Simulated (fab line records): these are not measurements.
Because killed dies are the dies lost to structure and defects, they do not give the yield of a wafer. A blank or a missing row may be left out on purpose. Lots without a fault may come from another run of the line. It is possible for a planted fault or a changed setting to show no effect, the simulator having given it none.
fab line records	flow sfq-line
[record] lots = 15	wafers = 45	last-day = 87
route steps=325 shown I6@267
lots with no fault: from the same line, run without faults
start-h: the number of hours between the record's first day and the start of the first shown wafer of the lot	wait-h: hours from the lot's prior step to this one	" repeats the value in the row above	L1.1+2: one row covering several wafers at once	- either no value or no given start	* or withheld: withheld	< > ~ a bound
route shown NAME@n: NAME is a module with steps in the file, n the number in the route of the first one	usual: mean and standard deviation over wafers with no fault	same: alike in all rows	chamber/n: place in a boat	sites: readings site by site	_std_site: standard deviation of those values	_edge_site: outer sites' mean less inner sites'	radius-mm: for every site, how far away it sits from the centre of the wafer	mask NAME#n: copy n	behind: the most recent tool/chamber to have shaped the wafer	hold: reason for holding the lot/hours on hold/outcome of the hold	device: names the non-switching transistor (n, p or np)	end of line: the same wafers' tests at the end of the route	a step with no rows: only its recipe	killed: at the first sort, the dies lost to defects and structure; wafer yield is something else	map: a wafer's dies, x killed, . not, _ none there
set.NAME: the run value of the setting; set.NAME@STEP: its run value at that earlier step	model.NAME: the simulator's own value behind a step, which no gauge read
route steps across a sampled set of lots; one table per step, one row per wafer
services: a tool's chamber out of use, with start hour (start-h, from the record's first day; less than 0 if before it), hours out, and reason
[[steps]]
[step SFQ_TRILAYER_I6_CMP_CMP_166]
[recipe] material = SiO2	down-force-psi = 3	platen-rpm = 60	pad-velocity-m-s = 0.94248
[usual] edge-zone-pressure-frac = 0.999/0.0049	head-pressure-psi = 3.001/0.0066	motor-current-A = 10.0/1.1	time-to-endpoint-s = 215/7.9
lot.wafer	tool	chamber	start-h	wait-h	edge-zone-pressure-frac	head-pressure-psi	motor-current-A	time-to-endpoint-s
L227.4	cmp-01	3	1472.75	3.9	0.996	3.003	11.1	223
L227.2	"	0	"	"	1.004	2.998	9.7	217
L227.5	"	0	1475.25	6.4	0.999	3.006	9.2	221
L231.3	cmp-01	2	1484.75	6.3	-	-	-	-
L231.5	"	2	1486.75	8.3	-	-	-	-
L231.6	"	3	"	"	-	-	-	-
L232.4	cmp-01	3	1488.25	8.6	-	-	-	-
L232.2	"	1	1489.25	9.6	-	-	-	-
L232.6	"	2	"	"	-	-	-	-
L233.3	cmp-02	2	1491.07	7.9	-	-	-	-
L233.4	"	0	1492.07	8.8	-	-	-	-
L233.2	"	1	"	"	-	-	-	-
L240.4	cmp-02	0	1746.23	9.0	1.002	3.004	9.8	220
L240.3	"	1	"	"	1.001	3.004	9.3	220
L240.1	"	3	1747.73	10.5	1.006	2.999	8.3	218
L241.4	cmp-02	3	1752.23	13.6	1.001	2.999	8.0	214
L241.3	"	0	"	"	1.000	3.021	9.8	220
L241.2	"	1	"	"	0.999	3.006	9.7	224
L242.3	cmp-02	0	1777.23	1.6	0.987	2.997	10.0	208
L242.4	"	2	1778.23	2.5	1.004	2.995	10.0	219
L242.5	"	1	1779.73	4.0	1.002	3.004	9.7	219
L243.3	cmp-01	3	1779.14	2.3	1.001	3.000	11.3	207
L243.2	"	1	1780.14	3.3	1.006	3.013	11.7	220
L243.6	"	3	1781.14	4.2	1.006	3.001	11.1	217
L244.4	cmp-02	1	1849.14	2.9	1.001	2.995	9.8	227
L244.2	"	2	"	"	1.005	3.007	10.5	221
L244.6	"	3	"	"	0.995	3.005	8.3	220
L245.2	cmp-02	1	1857.64	3.9	1.005	2.993	9.8	225
L245.1	"	3	1858.64	4.9	0.994	2.995	8.3	216
L245.5	"	1	1859.64	5.9	1.006	2.992	10.1	223
L246.1	cmp-02	2	1872.14	5.3	0.993	2.984	10.7	212
L246.3	"	0	1873.14	6.3	1.003	3.011	10.4	212
L246.2	"	1	"	"	0.997	3.005	9.2	220
L247.3	cmp-01	2	1873.08	5.0	0.989	3.005	11.4	217
L247.2	"	1	1874.58	6.5	0.996	2.996	11.5	229
L247.6	"	3	1875.58	7.5	1.003	2.998	11.4	225
L248.3	cmp-02	2	1878.14	6.3	1.001	3.000	10.6	202
L248.1	"	0	1879.14	7.3	0.999	2.998	10.3	207
L248.2	"	1	"	"	1.005	3.011	9.7	219
L249.2	cmp-02	0	1885.14	9.8	1.002	2.998	9.8	202
L249.5	"	2	1886.14	10.7	1.007	3.002	10.4	207
L249.6	"	3	"	"	0.997	3.016	8.1	205
L250.3	cmp-02	2	2004.00	1.5	1.004	3.008	10.6	206
L250.6	"	3	"	"	1.001	3.003	8.4	203
L250.5	"	0	"	"	0.999	3.001	9.9	202
[step SFQ_TRILAYER_I6_METRO_MEASURE_167]
[usual] thk-nm = 199.7/1
lot.wafer	tool	chamber	start-h	wait-h	thk-nm
L227.2	film-metro-01	-	1476.07	0.3	201.0
L227.4	"	-	"	"	199.6
L227.5	"	-	"	"	200.3
L231.3	film-metro-04	-	1488.27	0.5	504.5
L231.5	"	-	"	"	511.7
L231.6	"	-	"	"	505.9
L232.2	film-metro-04	-	1491.07	0.3	498.6
L232.4	"	-	"	"	511.2
L232.6	"	-	"	"	510.3
L233.2	film-metro-04	-	1494.39	0.3	495.2
L233.3	"	-	"	"	499.7
L233.4	"	-	"	"	506.4
L240.1	film-metro-03	-	1749.35	0.1	200.2
L240.3	"	-	"	"	199.5
L240.4	"	-	"	"	200.0
L241.2	film-metro-03	-	1755.55	0.3	199.9
L241.3	"	-	"	"	199.1
L241.4	"	-	"	"	198.0
L242.3	film-metro-04	-	1780.75	0.5	199.4
L242.4	"	-	"	"	201.1
L242.5	"	-	"	"	199.3
L243.2	film-metro-04	-	1781.96	0.3	199.9
L243.3	"	-	"	"	199.6
L243.6	"	-	"	"	199.2
L244.2	film-metro-03	-	1851.46	0.3	199.4
L244.4	"	-	"	"	199.6
L244.6	"	-	"	"	197.8
L245.1	film-metro-01	-	1860.26	0.1	198.9
L245.2	"	-	"	"	200.8
L245.5	"	-	"	"	201.0
L246.1	film-metro-04	-	1875.26	0.1	199.1
L246.2	"	-	"	"	199.9
L246.3	"	-	"	"	198.1
L247.2	film-metro-03	-	1876.40	0.3	202.4
L247.3	"	-	"	"	200.7
L247.6	"	-	"	"	200.7
L248.1	film-metro-03	-	1881.26	0.1	198.9
L248.2	"	-	"	"	199.9
L248.3	"	-	"	"	200.2
L249.2	film-metro-01	-	1887.46	0.3	199.6
L249.5	"	-	"	"	198.1
L249.6	"	-	"	"	197.9
L250.3	film-metro-04	-	2006.02	0.5	200.0
L250.5	"	-	"	"	200.2
L250.6	"	-	"	"	199.7
[step SFQ_TRILAYER_I6_VIA_ETCH_VIA_ETCH_172]
[recipe] target = SiO2	stop-on = Nb	mask-material = PR	taper-deg = 20	chemistry = CHF3	target-depth-nm = 260	source-w = 500	bias-w = 80	pressure-mtorr = 30	time-s = withheld
[usual] drypump-motor-current-A = 6.1/0.43	oes-product-au = 0.854/0.0054
lot.wafer	tool	chamber	start-h	wait-h	drypump-motor-current-A	oes-product-au
L227.2	rie-diel-02	2	1488.25	0.0	6.5	0.851
L227.4	"	3	"	"	5.1	0.860
L227.5	"	2	"	"	6.5	0.865
L231.3	rie-diel-03	1	1494.05	0.0	6.2	1.598
L231.5	"	1	"	"	6.2	1.619
L231.6	"	0	"	"	6.7	1.623
L232.2	rie-diel-02	3	1495.25	0.0	5.1	1.618
L232.4	"	1	"	"	5.9	1.669
L232.6	"	2	"	"	6.5	1.617
L233.2	rie-diel-03	2	1497.72	0.0	6.3	1.620
L233.3	"	0	"	"	6.7	1.625
L233.4	"	3	"	"	6.2	1.628
L240.1	rie-diel-03	0	1820.90	0.0	6.7	0.859
L240.3	"	1	"	"	6.1	0.855
L240.4	"	2	"	"	6.3	0.852
L241.2	rie-diel-03	2	1826.60	0.0	6.3	0.861
L241.3	"	0	"	"	6.8	0.856
L241.4	"	3	"	"	6.2	0.853
L242.3	rie-diel-03	0	1837.40	0.0	6.7	0.853
L242.4	"	2	"	"	6.4	0.850
L242.5	"	3	"	"	6.2	0.854
L243.2	rie-diel-02	3	1838.60	0.0	5.1	0.853
L243.3	"	0	"	"	5.4	0.854
L243.6	"	3	"	"	5.1	0.855
L244.2	rie-diel-03	2	1906.95	0.0	6.3	0.844
L244.4	"	3	"	"	6.2	0.851
L244.6	"	0	"	"	6.7	0.861
L245.1	rie-diel-03	3	1918.95	0.0	6.2	0.857
L245.2	"	2	"	"	6.3	0.860
L245.5	"	0	"	"	6.7	0.856
L246.1	rie-diel-04	1	1938.15	0.0	6.1	0.848
L246.2	"	2	"	"	6.2	0.855
L246.3	"	3	"	"	5.8	0.856
L247.2	rie-diel-03	3	1939.35	0.0	6.2	0.856
L247.3	"	2	"	"	6.3	0.846
L247.6	"	1	"	"	6.1	0.860
L248.1	rie-diel-02	2	1946.55	0.0	6.5	0.854
L248.2	"	1	"	"	5.8	0.854
L248.3	"	3	"	"	5.1	0.856
L249.2	rie-diel-02	3	1956.15	0.0	5.1	0.852
L249.5	"	1	"	"	5.9	0.851
L249.6	"	2	"	"	6.5	0.847
L250.3	rie-diel-04	3	2009.59	0.0	5.8	0.850
L250.5	"	1	"	"	6.2	0.851
L250.6	"	0	"	"	5.8	0.853
[[services]]
tool	chamber	start-h	hours	kind
film-metro-04	-	1450.07	0.4	pm
cmp-02	-	1467.74	2.3	repair
rie-diel-03	1	1483.99	3.0	repair
film-metro-04	-	1528.57	1.1	pm
cmp-02	-	1539.07	3.7	pm
film-metro-04	-	1541.63	26.0	repair
cmp-02	-	1551.83	3.7	repair
rie-diel-03	2	1596.33	7.3	repair
film-metro-04	-	1606.38	0.6	pm
film-metro-04	-	1660.63	0.3	pm
cmp-02	-	1680.33	0.8	repair
film-metro-04	-	1681.78	1.0	pm
cmp-02	-	1686.45	4.8	repair
film-metro-04	-	1693.87	0.8	pm
rie-diel-03	0	1741.24	4.2	repair
cmp-02	-	1755.41	0.6	repair
rie-diel-03	3	1757.66	2.4	repair
cmp-02	-	1773.23	4.0	pm
cmp-02	-	1813.84	1.8	repair
rie-diel-03	1	1882.98	3.3	repair
cmp-02	-	1908.14	5.9	pm
rie-diel-03	0	1931.51	2.7	repair
cmp-02	-	1976.81	21.7	pm
cmp-02	-	2007.87	10.5	pm
[[key]]
[first-sign] step = SFQ_TRILAYER_I6_CMP_CMP_166	reading = tool-record	direction = missing
[effect] step = SFQ_TRILAYER_I6_METRO_MEASURE_167	reading = thk-nm	direction = up	sigmas = 99+	usual = 199.7	struck = 504.8
[effect] step = SFQ_TRILAYER_I6_VIA_ETCH_VIA_ETCH_172	reading = oes-product-au	direction = up	sigmas = 99+	usual = 0.854	struck = 1.624
met-at SFQ_TRILAYER_I6_CMP_CMP_166
struck-lots L231,L232,L233
onset-between 1472.75 1484.75
[fault] kind = skipped-step-whole	tool = cmp-01,cmp-02	chamber = -	onset-h = 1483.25	steps = SFQ_TRILAYER_I6_CMP_CMP_166	scope = struck-lots-only
